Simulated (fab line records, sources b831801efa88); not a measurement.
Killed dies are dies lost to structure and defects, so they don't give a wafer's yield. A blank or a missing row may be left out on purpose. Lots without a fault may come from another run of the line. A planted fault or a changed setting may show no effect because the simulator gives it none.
fab line records | flow sky130
record lots=6 wafers=18 last_day=50
route steps=708 shown METAL1@442 VIA1@458 METAL2@483 PAD_OPEN@708
lots that met no fault: from a run of the same line without faults
start_h: hours from the record's first day to the start of the lot's first wafer shown | wait_h: hours since the lot's step before | " the same as in the row above | L1.1+2: a row that stands for several wafers | - no value, or no start given | * or withheld: withheld | < > ~ a bound
route shown NAME@n: a module of which the file shows steps, and the number in the route of the first | usual: mean/standard deviation of fault-free wafers | same: alike in all rows | chamber/n: place in a boat | sites: the reading at each site | _std_site: their standard deviation | _edge_site: outer sites' mean less inner sites' | radius_mm: how far each site lies from the wafer's centre | mask NAME#n: copy n | behind: the tool/chamber that last shaped the wafer | hold: why the lot was held/for how many hours/how that ended | device: the transistor (n, p or np) that didn't switch | end of line: the same wafers' tests at the end of the route | a step without rows: its recipe alone | killed: dies lost to structure and defects at the first sort, not the wafer's yield | map: a wafer's dies, x killed, . not, _ none there
set.NAME: the setting as run; set.NAME@STEP: as run at that earlier step | model.NAME: the simulator's own value behind a step, which no gauge read
lots at some steps of the route; a table a step, a row a wafer
services: from which hour (start_h, from the record's first day; less than 0 if before it) a tool's chamber was out of use, for how many hours, and why
## steps
# step SKY_METAL1_HMDS_08
# recipe prime_time_s=60 prime_temp_c=120
# step SKY_METAL1_COAT_09
# recipe resist=BARC temp_c=withheld time_s=withheld spin_rpm=3000 resist_thk_nm=60
# step SKY_METAL1_COAT_10
# recipe resist=KrF-thick spin_rpm=3000 resist_thk_nm=450
# step SKY_METAL1_SOFTBAKE_11
# recipe temp_c=100 time_s=90 resist=KrF-thick
# step SKY_METAL1_EXPOSE_12
# recipe mask_id=MM1 na=0.8 source_shape=annular sigma_inner=0.55 sigma_outer=0.85 target_cd_nm=140 dose_mj=28
# step SKY_METAL1_PEB_13
# recipe peb_temp_c=withheld peb_time_s=withheld resist=KrF-thick
# step SKY_METAL1_DEVELOP_14
# recipe develop_time_s=60 resist=KrF-thick dev_temp_c=21
# step SKY_METAL1_CD_MEAS_15
# recipe target_cd_nm=140
# usual cd_nm=139.9/1.4
# columns lot.wafer tool chamber start_h wait_h cd_nm
L388.2 cd_sem-01 - 772.43 - 140.1
L388.5 " - " " 139.1
L388.6 " - " " 139.3
L394.1 cd_sem-02 - 808.16 - 139.1
L394.4 " - " " 140.5
L394.5 " - " " 140.4
L399.1 cd_sem-02 - 846.36 - 140.1
L399.4 " - " " 140.2
L399.5 " - " " 139.0
L407.2 cd_sem-02 - 904.18 - 139.5
L407.3 " - " " 139.9
L407.4 " - " " 140.9
L409.1 cd_sem-02 - 923.86 - 141.2
L409.3 " - " " 141.2
L409.6 " - " " 142.3
L411.2 cd_sem-02 - 939.13 - 141.4
L411.3 " - " " 141.3
L411.4 " - " " 141.2
# step SKY_METAL1_OVL_MEAS_16
# usual METAL1_OVL=8/4.5
# columns lot.wafer tool chamber start_h wait_h METAL1_OVL[nm]
L388.2 overlay-01 - 772.54 0.1 1
L388.5 " - " " 2
L388.6 " - " " -6
L394.1 overlay-02 - 808.28 0.1 10
L394.4 " - " " 5
L394.5 " - " " 1
L399.1 overlay-01 - 846.48 0.1 6
L399.4 " - " " 1
L399.5 " - " " 7
L407.2 overlay-02 - 904.29 0.1 14
L407.3 " - " " 14
L407.4 " - " " 13
L409.1 overlay-02 - 923.98 0.1 12
L409.3 " - " " 13
L409.6 " - " " 13
L411.2 overlay-01 - 939.24 0.1 7
L411.3 " - " " 9
L411.4 " - " " 17
# step SKY_METAL1_DESCUM_17
# recipe chemistry=O2 source_power_w=150 bias_power_w=0 pressure_mtorr=10 temp_c=40 time_s=8
# usual drypump_motor_current_A=5.54/0.16 oes_product_au=0.996/0.011 temp_c=40.00/0.11
# columns lot.wafer tool chamber start_h wait_h drypump_motor_current_A oes_product_au rf_hours_counter_h temp_c
L388.2 rie_metal-03 0 772.57 0.0 5.57 1.000 7 40.18
L388.5 " 1 " " 5.79 0.984 - 40.03
L388.6 " 0 " " 5.59 1.009 - 40.19
L394.1 rie_metal-02 0 808.32 0.0 5.64 0.991 7 39.92
L394.4 " 0 " " 5.67 0.979 - 39.87
L394.5 " 0 " " 5.72 0.977 - 40.01
L399.1 rie_metal-03 0 846.52 0.0 5.58 1.002 9 40.03
L399.4 " 0 " " 5.57 0.997 - 40.14
L399.5 " 0 " " 5.56 1.001 - 40.05
L407.2 rie_metal-04 1 904.32 0.0 5.30 1.001 9 40.05
L407.3 " 1 " " 5.31 0.997 - 39.88
L407.4 " 0 " " 5.36 1.002 - 39.86
L409.1 rie_metal-03 0 924.02 0.0 5.56 1.003 14 39.86
L409.3 " 0 " " 5.55 1.011 - 39.73
L409.6 " 0 " " 5.57 1.010 - 39.96
L411.2 rie_metal-02 0 939.27 0.0 5.70 0.989 12 40.16
L411.3 " 1 " " 5.60 1.002 - 39.95
L411.4 " 0 " " 5.59 0.995 - 40.16
# step SKY_METAL1_ETCH_18
# recipe chemistry=N2/H2 target=BARC ion_energy_ev=200 bias_w=100 pressure_mtorr=30 n2_flow_sccm=100 h2_flow_sccm=200 icp_w=500 stop_on=SiO2 time_s=45.9 target_depth_a=600
# step SKY_METAL1_METAL_ETCH_19
# recipe target_depth_a=3600 stop_on=SiO2 over_etch_frac=0.3 time_s=78 chemistry=Cl2/BCl3 resist_sidewall_deg=88 pressure_mtorr=10 icp_w=900 bias_w=48.5 Cl2_flow_sccm=60 bcl3_flow_sccm=30
# step SKY_METAL1_STRIP_20
# recipe chemistry=O2/N2 power_w=1400 pressure_mtorr=1500 platen_temp_c=withheld o2_flow_sccm=3000 n2_flow_sccm=300 overash_fraction=0.5
# usual drypump_motor_current_A=5.9/0.52 oes_product_au=0.344/0.0051 strip_time_to_endpoint_s=2.72/0.049
# columns lot.wafer tool chamber start_h wait_h drypump_motor_current_A oes_product_au rf_hours_counter_h strip_time_to_endpoint_s
L388.2 plasma_asher-04 0 772.75 0.1 6.1 0.353 3 2.66
L388.5 " 0 " " 6.1 0.349 - 2.78
L388.6 " 1 " " 5.4 0.337 - 2.68
L394.1 plasma_asher-02 0 808.50 0.1 6.8 0.342 38 2.74
L394.4 " 1 " " 5.7 0.347 - 2.77
L394.5 " 0 " " 6.8 0.343 - 2.74
L399.1 plasma_asher-02 0 846.71 0.1 6.9 0.348 42 2.65
L399.4 " 1 " " 5.7 0.345 - 2.67
L399.5 " 0 " " 6.8 0.348 - 2.65
L407.2 plasma_asher-04 0 904.50 0.1 6.1 0.352 14 2.69
L407.3 " 0 " " 6.1 0.339 - 2.73
L407.4 " 1 " " 5.5 0.340 - 2.61
L409.1 plasma_asher-01 1 924.20 0.1 5.2 0.342 81 2.66
L409.3 " 1 " " 5.2 0.343 - 2.67
L409.6 " 0 " " 5.9 0.348 - 2.66
L411.2 plasma_asher-02 0 939.45 0.1 6.8 0.329 51 2.74
L411.3 " 0 " " 6.8 0.341 - 2.67
L411.4 " 1 " " 5.7 0.345 - 2.74
# step SKY_METAL1_STRIP_21
# recipe chemistry=post_etch_residue_remover time_s=1200 temp_c=72.5
# step SKY_METAL1_CLEAN_22
# recipe chemistry=IPA time_s=180 temp_c=25
# step SKY_METAL1_CLEAN_23
# recipe chemistry=O3/DIW dry=n2_spin
# step SKY_VIA1_HDPCVD_00
# recipe material=SiO2 target_thk_nm=1030 sigma_open_frac=0.3 time_s=171.7 temp_c=400 sih4_flow_sccm=60 pressure_mtorr=6
# step SKY_VIA1_THK_MEAS_01
# recipe reads=SiO2_of_VIA1_HDPCVD_00
# usual VIA1_HDPCVD_THK=1030/11
# columns lot.wafer tool chamber start_h wait_h VIA1_HDPCVD_THK[nm]
L388.2 film_metro-03 - 773.47 0.1 1021
L388.5 " - " " 1045
L388.6 " - " " 1037
L394.1 film_metro-02 - 809.24 0.1 1015
L394.4 " - " " 1009
L394.5 " - " " 1022
L399.1 film_metro-01 - 847.41 0.1 1031
L399.4 " - " " 1040
L399.5 " - " " 1032
L407.2 film_metro-03 - 905.22 0.1 1014
L407.3 " - " " 1018
L407.4 " - " " 1011
L409.1 film_metro-02 - 924.96 0.1 1039
L409.3 " - " " 1044
L409.6 " - " " 1012
L411.2 film_metro-03 - 940.16 0.1 1034
L411.3 " - " " 1021
L411.4 " - " " 1033
# step SKY_VIA1_CMP_02
# recipe material=SiO2 down_force_psi=4 platen_rpm=60 pad_velocity_m_s=0.94248
# step SKY_VIA1_BOW_MEAS_03
# recipe mode=bow
# usual VIA1_BOW=81/6.7
# columns lot.wafer tool chamber start_h wait_h VIA1_BOW[um]
L388.2 film_metro-02 - 773.84 0.2 85
L388.5 " - " " 84
L388.6 " - " " 75
L394.1 film_metro-03 - 809.60 0.2 83
L394.4 " - " " 83
L394.5 " - " " 90
L399.1 film_metro-02 - 847.77 0.1 74
L399.4 " - " " 80
L399.5 " - " " 83
L407.2 film_metro-01 - 905.59 0.3 92
L407.3 " - " " 88
L407.4 " - " " 90
L409.1 film_metro-03 - 925.72 0.2 80
L409.3 " - " " 81
L409.6 " - " " 74
L411.2 film_metro-02 - 940.53 0.3 79
L411.3 " - " " 85
L411.4 " - " " 91
# step SKY_VIA1_DEHYDRATE_04
# recipe temp_c=200 time_s=60
# step SKY_VIA1_HMDS_05
# recipe prime_time_s=60 prime_temp_c=120
# step SKY_VIA1_COAT_06
# recipe resist=BARC temp_c=withheld time_s=withheld spin_rpm=3000 resist_thk_nm=60
# step SKY_VIA1_COAT_07
# recipe resist=KrF-thick spin_rpm=3000 resist_thk_nm=450
# step SKY_VIA1_SOFTBAKE_08
# recipe temp_c=100 time_s=90 resist=KrF-thick
# step SKY_VIA1_EXPOSE_09
# recipe mask_id=VIM na=0.8 source_shape=annular sigma_inner=0.55 sigma_outer=0.85 target_cd_nm=150 dose_mj=38
# step SKY_VIA1_PEB_10
# recipe peb_temp_c=withheld peb_time_s=withheld resist=KrF-thick
# step SKY_VIA1_DEVELOP_11
# recipe develop_time_s=60 resist=KrF-thick dev_temp_c=21
# step SKY_VIA1_CD_MEAS_12
# recipe target_cd_nm=150
# usual cd_nm=150.2/1.7
# columns lot.wafer tool chamber start_h wait_h cd_nm
L388.2 cd_sem-02 - 800.78 - 149.8
L388.5 " - " " 151.7
L388.6 " - " " 152.4
L394.1 cd_sem-02 - 835.74 - 149.9
L394.4 " - " " 149.6
L394.5 " - " " 149.7
L399.1 cd_sem-01 - 873.61 - 149.5
L399.4 " - " " 149.3
L399.5 " - " " 149.1
L407.2 cd_sem-02 - 930.67 - 149.5
L407.3 " - " " 149.7
L407.4 " - " " 148.0
L409.1 cd_sem-02 - 950.25 - 151.0
L409.3 " - " " 152.7
L409.6 " - " " 149.9
L411.2 cd_sem-02 - 965.34 - 150.7
L411.3 " - " " 152.0
L411.4 " - " " 151.0
# step SKY_VIA1_OVL_MEAS_13
# usual VIA1_OVL=-3/5.9
# columns lot.wafer tool chamber start_h wait_h VIA1_OVL[nm]
L388.2 overlay-02 - 800.89 0.1 -1
L388.5 " - " " -5
L388.6 " - " " -6
L394.1 overlay-01 - 835.86 0.1 -2
L394.4 " - " " -2
L394.5 " - " " -2
L399.1 overlay-01 - 873.73 0.1 -8
L399.4 " - " " 7
L399.5 " - " " -1
L407.2 overlay-01 - 930.77 0.1 9
L407.3 " - " " 2
L407.4 " - " " 9
L409.1 overlay-02 - 950.37 0.1 3
L409.3 " - " " 6
L409.6 " - " " -5
L411.2 overlay-01 - 965.44 0.1 -11
L411.3 " - " " -2
L411.4 " - " " -13
# step SKY_VIA1_ETCH_14
# recipe chemistry=N2/H2 target=BARC ion_energy_ev=200 source_w=500 bias_w=100 pressure_mtorr=30 n2_flow_sccm=100 h2_flow_sccm=200 stop_on=SiO2 time_s=45.9 target_depth_a=600
# step SKY_VIA1_ETCH_15
# recipe target=SiO2 chemistry=C4F8/O2/Ar target_depth_nm=351 stop_on=TiN mask_material=KrF-thick source_w=1500 bias_w=1200 pressure_mtorr=40 c4f8_flow_sccm=withheld O2_flow_sccm=6 Ar_flow_sccm=300 time_s=54
# step SKY_VIA1_STRIP_16
# recipe chemistry=O2/N2 power_w=1400 pressure_mtorr=1500 platen_temp_c=withheld o2_flow_sccm=3000 n2_flow_sccm=300 overash_fraction=0.5
# usual drypump_motor_current_A=5.67/0.26 oes_product_au=0.415/0.0047 strip_time_to_endpoint_s=4.45/0.033
# columns lot.wafer tool chamber start_h wait_h drypump_motor_current_A oes_product_au rf_hours_counter_h strip_time_to_endpoint_s
L388.2 plasma_asher-01 0 801.01 0.0 5.87 0.417 68 4.53
L388.5 " 1 " " 5.24 0.414 - 4.43
L388.6 " 0 " " 5.86 0.430 - 4.51
L394.1 plasma_asher-04 1 835.99 0.0 5.43 0.429 9 4.43
L394.4 " 1 " " 5.42 0.418 - 4.49
L394.5 " 1 " " 5.40 0.418 - 4.44
L399.1 plasma_asher-01 0 873.86 0.0 5.89 0.417 75 4.41
L399.4 " 0 " " 5.86 0.416 - 4.46
L399.5 " 1 " " 5.18 0.412 - 4.40
L407.2 plasma_asher-03 1 930.89 0.0 5.69 0.412 109 4.44
L407.3 " 0 " " 5.72 0.415 - 4.45
L407.4 " 1 " " 5.70 0.420 - 4.44
L409.1 plasma_asher-03 1 950.49 0.0 5.70 0.410 110 4.41
L409.3 " 1 " " 5.69 0.410 - 4.47
L409.6 " 1 " " 5.70 0.415 - 4.47
L411.2 plasma_asher-03 0 965.56 0.0 5.71 0.418 112 4.43
L411.3 " 1 " " 5.69 0.411 - 4.41
L411.4 " 0 " " 5.70 0.412 - 4.42
# step SKY_VIA1_STRIP_17
# recipe chemistry=post_etch_residue_remover time_s=1200 temp_c=72.5
# step SKY_VIA1_CLEAN_18
# recipe chemistry=IPA time_s=180 temp_c=25
# step SKY_VIA1_CLEAN_19
# recipe chemistry=O3/DIW dry=n2_spin
# step SKY_VIA1_SPUTTER_20
# recipe material=TiN target_thk_nm=20 chamber_pressure_pa=5 power_w=4000 time_s=80
# usual throttle_valve_pct=29.8/0.79
# columns lot.wafer tool chamber start_h wait_h throttle_valve_pct
L388.2 pvd_sputter-02 - 801.60 0.0 30.8
L388.5 " - " " 30.8
L388.6 " - " " 30.0
L394.1 pvd_sputter-01 - 836.58 0.0 30.7
L394.4 " - " " 28.7
L394.5 " - " " 29.0
L399.1 pvd_sputter-02 - 874.45 0.0 30.5
L399.4 " - " " 30.8
L399.5 " - " " 30.5
L407.2 pvd_sputter-04 - 931.48 0.0 29.2
L407.3 " - " " 29.2
L407.4 " - " " 28.7
L409.1 pvd_sputter-04 - 951.08 0.0 30.0
L409.3 " - " " 29.0
L409.6 " - " " 28.9
L411.2 pvd_sputter-01 - 966.16 0.0 30.1
L411.3 " - " " 29.1
L411.4 " - " " 28.3
# step SKY_VIA1_CVD_21
# recipe material=W target_thk_nm=270 time_s=80.902 temp_c=400 pressure_torr=40
# step SKY_VIA1_RS_MEAS_22
# recipe thk_meas_gauge=four-point-probe reads=W_of_VIA1_CVD_21+TiN_of_VIA1_SPUTTER_20
# usual VIA1_W_RS=0.428/0.0087
# columns lot.wafer tool chamber start_h wait_h VIA1_W_RS[ohm/sq]
L388.2 film_metro-01 - 801.77 0.1 0.443
L388.5 " - " " 0.446
L388.6 " - " " 0.424
L394.1 film_metro-03 - 836.83 0.2 0.434
L394.4 " - " " 0.439
L394.5 " - " " 0.439
L399.1 film_metro-01 - 874.61 0.1 0.424
L399.4 " - " " 0.430
L399.5 " - " " 0.426
L407.2 film_metro-03 - 931.66 0.1 0.433
L407.3 " - " " 0.428
L407.4 " - " " 0.430
L409.1 film_metro-01 - 951.24 0.1 0.412
L409.3 " - " " 0.427
L409.6 " - " " 0.426
L411.2 film_metro-01 - 966.33 0.1 0.424
L411.3 " - " " 0.431
L411.4 " - " " 0.432
# step SKY_VIA1_THK_MEAS_23
# recipe thk_meas_gauge=xrf reads=W_of_VIA1_CVD_21
# usual VIA1_W_THK=275/6.1
# columns lot.wafer tool chamber start_h wait_h VIA1_W_THK[nm]
L388.2 film_metro-01 - 801.88 0.1 266
L388.5 " - " " 266
L388.6 " - " " 279
L394.1 film_metro-03 - 836.95 0.1 273
L394.4 " - " " 270
L394.5 " - " " 271
L399.1 film_metro-01 - 874.73 0.1 279
L399.4 " - " " 275
L399.5 " - " " 278
L407.2 film_metro-03 - 931.77 0.1 273
L407.3 " - " " 276
L407.4 " - " " 277
L409.1 film_metro-01 - 951.36 0.1 284
L409.3 " - " " 275
L409.6 " - " " 277
L411.2 film_metro-01 - 966.44 0.1 278
L411.3 " - " " 273
L411.4 " - " " 271
# step SKY_VIA1_CMP_24
# recipe stop_on=SiO2 t_overpolish_s=15 down_force_psi=3.5 platen_rpm=60 target_thk_nm=0 pad_velocity_m_s=0.94248
# usual motor_current_A=11.6/0.94 overpolish_run_s=15.001/0.0081 slurry_flow_ml_min=150.0/0.46 time_to_endpoint_s=65/4.2
# columns lot.wafer tool chamber start_h wait_h motor_current_A overpolish_run_s slurry_flow_ml_min time_to_endpoint_s
L388.2 cmp-01 3 802.08 0.2 11.9 15.007 149.4 61
L388.5 " 0 " " 12.8 15.012 149.5 57
L388.6 " 1 " " 12.8 15.008 150.0 71
L394.4 cmp-01 3 837.11 0.1 12.0 14.988 148.8 59
L394.1 " 0 " " 13.0 15.002 150.3 57
L394.5 " 1 " " 12.7 15.004 150.5 61
L399.1 cmp-02 0 874.89 0.1 11.0 14.999 149.9 60
L399.4 " 1 " " 12.4 14.991 150.2 69
L399.5 " 2 " " 10.6 15.011 150.4 68
L407.2 cmp-02 2 931.82 0.0 10.2 14.990 150.0 65
L407.4 " 3 " " 11.1 15.000 150.3 61
L407.3 " 0 " " 11.6 15.011 149.5 62
L409.3 cmp-02 3 951.42 0.0 10.9 15.000 150.5 64
L409.1 " 1 " " 12.3 15.012 150.1 74
L409.6 " 0 " " 11.1 14.984 150.0 59
L411.4 cmp-01 0 966.49 0.0 13.1 15.000 150.3 61
L411.2 " 1 " " 12.4 15.004 149.8 71
L411.3 " 2 " " 10.2 14.999 149.6 65
# step SKY_METAL2_SPUTTER_00
# recipe material=Ti target_thk_nm=15 power_w=3000 time_s=10 chamber_pressure_pa=0.4
# usual throttle_valve_pct=29.4/0.65
# columns lot.wafer tool chamber start_h wait_h throttle_valve_pct
L388.2 pvd_sputter-01 - 802.23 0.1 30.5
L388.5 " - " " 30.2
L388.6 " - " " 30.7
L394.1 pvd_sputter-04 - 837.31 0.1 29.0
L394.4 " - " " 29.2
L394.5 " - " " 29.3
L399.1 pvd_sputter-01 - 875.09 0.1 28.8
L399.4 " - " " 30.2
L399.5 " - " " 30.3
L407.2 pvd_sputter-03 - 932.12 0.2 28.7
L407.3 " - " " 29.9
L407.4 " - " " 28.8
L409.1 pvd_sputter-01 - 951.72 0.1 28.9
L409.3 " - " " 30.5
L409.6 " - " " 28.7
L411.2 pvd_sputter-01 - 966.79 0.2 29.9
L411.3 " - " " 30.6
L411.4 " - " " 28.8
# step SKY_PAD_OPEN_PROBE_99
# usual defect_limited_yield=82.4/1.9 killed_at_M0_to_M3=44/6.5 killed_at_M4_up=2.9/1.7 killed_at_contacts=24/5.7 killed_at_front_end=16/4.4 killed_at_other=0.2/0.48 killed_dies=87/9.6 killed_open=48/6.7 killed_short=38/6.2 sort_bin_3_pad_short=0.8/0.39 sort_bin_5_function=10.5/1.6 sort_bin_6_memory=6.4/1 sort_n_pass=405/9.5 sort_yield_pct=82.3/1.9
# same gross_dies=492 killed_at_back_side=0 sort_bin_4_leakage[%]=0 sort_bin_8_speed[%]=0
# columns lot.wafer tool chamber start_h wait_h defect_limited_yield[%] killed_at_M0_to_M3 killed_at_M4_up killed_at_contacts killed_at_front_end killed_at_other killed_dies killed_open killed_short sort_bin_3_pad_short[%] sort_bin_5_function[%] sort_bin_6_memory[%] sort_n_pass sort_yield_pct[%] model.etest.tester.sort_n_pass model.etest.tester.sort_yield_pct model.etest.tester.sort_bin_5_pct model.etest.tester.sort_bin_3_pct
L394.4 prober-01 - 1112.12 0.2 69.7 117 0 19 13 0 149 42 33 5.3 16.1 8.9 343 69.7 343 69.72 16.06 5.285
L399.1 prober-01 - 1142.35 0.1 83.9 43 3 24 8 1 79 45 34 1.0 8.9 6.1 413 83.9 413 83.94 8.943 1.016
L399.4 prober-01 - 1142.50 0.2 72.2 101 3 21 12 0 137 44 24 3.7 15.9 8.3 355 72.2 355 72.15 15.85 3.659
L399.5 prober-01 - 1142.55 0.2 83.7 34 5 30 11 0 80 48 32 0.8 8.9 6.5 412 83.7 412 83.74 8.943 0.813
L407.2 prober-01 - 1182.34 0.1 81.3 46 4 20 22 0 92 47 45 1.0 11.0 6.7 400 81.3 400 81.3 10.98 1.016
L407.3 prober-01 - 1182.39 0.2 81.5 48 7 20 16 0 91 50 41 1.4 9.3 7.7 401 81.5 401 81.5 9.35 1.423
L407.4 prober-01 - 1182.44 0.2 85.2 34 4 19 16 0 73 40 33 0.4 8.1 6.3 419 85.2 419 85.16 8.13 0.4065
L411.2 prober-02 - 1203.78 0.1 83.5 46 1 23 11 0 81 46 35 0.8 8.7 6.9 411 83.5 411 83.54 8.74 0.813
L411.3 prober-02 - 1203.83 0.2 81.1 49 4 21 18 1 93 49 43 1.2 11.4 6.3 399 81.1 399 81.1 11.38 1.22
L411.4 prober-02 - 1203.88 0.2 82.7 45 2 24 14 0 85 51 34 0.8 10.8 5.7 407 82.7 407 82.72 10.77 0.813
# killed by level:class
L394.4 METAL1:unspecified=74 VIA1:geometric_particle:open=10 METAL1:geometric_particle:short=8 CONTACT:geometric_particle:open=8 CONTACT:geometric_particle:short=5 VIA1:geometric_particle:short=5 METAL2:geometric_particle:short=5 VIA3:geometric_particle:open=5
L399.1 VIA1:geometric_particle:open=13 CONTACT:geometric_particle:open=12 VIA2:geometric_particle:open=10 METAL1:geometric_particle:short=5 VIA3:geometric_particle:open=5 LOCAL_INTERCONNECT:geometric_particle:short=4 CONTACT:geometric_particle:short=4 VIA1:geometric_particle:short=4
L399.4 METAL1:unspecified=69 CONTACT:geometric_particle:open=10 VIA1:geometric_particle:open=8 VIA2:geometric_particle:open=7 LI_CONTACT:geometric_particle:open=6 VIA3:geometric_particle:open=6 FIELD_ISO:geometric_particle:short=4 POLY_GATE:geometric_particle:open=4
L399.5 CONTACT:geometric_particle:open=12 VIA3:geometric_particle:open=11 LI_CONTACT:geometric_particle:open=10 LOCAL_INTERCONNECT:geometric_particle:short=6 POLY_GATE:geometric_particle:short=5 VIA2:geometric_particle:open=5 VIA1:geometric_particle:short=4 VIA1:geometric_particle:open=3
L407.2 METAL2:geometric_particle:short=7 METAL1:geometric_particle:short=7 VIA1:geometric_particle:open=7 CONTACT:geometric_particle:open=6 VIA3:geometric_particle:open=6 VIA2:geometric_particle:open=5 POLY_GATE:geometric_particle:short=5 LOCAL_INTERCONNECT:geometric_particle:short=5
L407.3 VIA1:geometric_particle:open=16 LI_CONTACT:geometric_particle:open=6 VIA2:geometric_particle:open=6 METAL4:geometric_particle:short=6 METAL2:geometric_particle:short=5 CONTACT:geometric_particle:open=5 METAL3:geometric_particle:short=5 POLY_GATE:geometric_particle:open=4
L407.4 LI_CONTACT:geometric_particle:open=8 VIA2:geometric_particle:open=7 METAL2:geometric_particle:short=6 VIA3:geometric_particle:open=6 POLY_GATE:geometric_particle:short=5 CONTACT:geometric_particle:open=5 VIA1:geometric_particle:open=5 FIELD_ISO:geometric_particle:open=3
L411.2 VIA1:geometric_particle:open=12 CONTACT:geometric_particle:open=8 VIA2:geometric_particle:short=6 VIA3:geometric_particle:open=5 LI_CONTACT:geometric_particle:open=5 CONTACT:geometric_particle:short=5 VIA1:geometric_particle:short=5 VIA2:geometric_particle:open=5
L411.3 LI_CONTACT:geometric_particle:open=11 METAL1:geometric_particle:short=10 POLY_GATE:geometric_particle:short=8 VIA2:geometric_particle:open=8 VIA1:geometric_particle:open=7 CONTACT:geometric_particle:open=6 METAL2:geometric_particle:short=5 VIA2:geometric_particle:short=4
L411.4 METAL1:geometric_particle:short=10 VIA1:geometric_particle:open=10 LI_CONTACT:geometric_particle:open=9 CONTACT:geometric_particle:open=8 FIELD_ISO:geometric_particle:open=5 METAL3:geometric_particle:short=5 POLY_GATE:geometric_particle:open=5 CONTACT:geometric_particle:short=4
# map L394.4 (x killed, . not)
__________....x....._________
________....x.....x..._______
______...........xx...x._____
_____...............x....____
____x..x.....x......x.x.x.___
___x..x......x.xx..........__
__...xx....x....xx......x..._
_..x.x...xx...........x...x..
_.xxxxxxxxx....x.xx......x.x.
_..x.xxxxxxxx......xxx..x.x.x
_..xxxxxxxxxx........x.....x.
_xxxxxxxxxxxx..x.....x.......
_.xxxxxxxxxxx....x...........
_..xxxxxxxxxx.......x....x..x
_....xxxxxxxx..x.......x..x..
__...x.xxx.x.........x......_
___.....x..........x..x....__
____xx..x..x.xx.........x.___
_____.x.......xx.........____
______..x.x.x..........._____
________..x...x......._______
__________x.x...x.x._________
# map L399.4 (x killed, . not)
__________....x....._________
________.............._______
______..xxx......x......_____
_____....................____
____.x..x........xx....x..___
___......x.........x...xxx.__
__.x......xx................_
_x.....x.........x......x....
_.....xxxxxx...x..x........x.
_xx.xxxxxxxxxx.......x.x.x...
_x..xxxxxxxxx..........x..x..
_..xxxxxxxxxxx...x...x.....xx
_...xxxxxxxxxx...........xxx.
_.xxxxxxxxxx.....x....x.....x
_..xx..xxxxxx..x...........x.
__...x.xxxx...xx...x.....x.._
___.x.x.x.....x......xxx...__
____......xxx...x..x.x....___
_____...........x.x......____
______..x...x.x........._____
________.............._______
__________......x..._________
## services
# columns tool chamber start_h hours kind
plasma_asher-02 - 750.00 4.3 pm
cmp-02 - 756.86 1.4 repair
cmp-01 - 763.56 0.2 repair
cmp-02 - 781.63 3.2 pm
cmp-02 - 790.58 0.8 repair
cmp-02 - 803.06 4.3 repair
cmp-02 - 806.43 1.7 repair
rie_metal-04 0 809.76 3.8 repair
plasma_asher-02 - 810.74 1.0 repair
cmp-01 - 810.89 15.8 pm
pvd_sputter-03 - 818.83 13.6 repair
cmp-01 - 831.15 2.3 repair
plasma_asher-04 - 834.37 0.3 repair
pvd_sputter-03 - 843.01 26.9 repair
plasma_asher-02 - 855.45 4.8 repair
cmp-01 - 856.68 1.1 repair
pvd_sputter-02 - 866.69 0.6 repair
plasma_asher-04 - 887.75 15.6 pm
cmp-02 - 900.34 5.1 repair
pvd_sputter-04 - 910.02 4.1 repair
cmp-02 - 924.73 4.0 pm
pvd_sputter-02 - 932.88 0.8 repair
pvd_sputter-01 - 940.61 2.3 repair
cmp-01 - 951.59 1.4 repair
## key
first_sign step=SKY_PAD_OPEN_PROBE_99 reading=killed_at_M0_to_M3 direction=up sigmas=10 usual=44 struck=109
effect step=SKY_PAD_OPEN_PROBE_99 reading=sort_bin_3_pad_short direction=up sigmas=9.3 usual=0.8 struck=4.5
model_effect step=SKY_PAD_OPEN_PROBE_99 value=etest.tester.sort_n_pass without=410 struck=349
met_at SKY_METAL1_STRIP_20
struck_wafers L394.4,L399.4
fault kind=chamber_particle_source tool=plasma_asher-02 chamber=1 onset_h=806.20 steps=SKY_METAL1_STRIP_20 rate_per_visit_cm2=2.0128 end_h=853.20
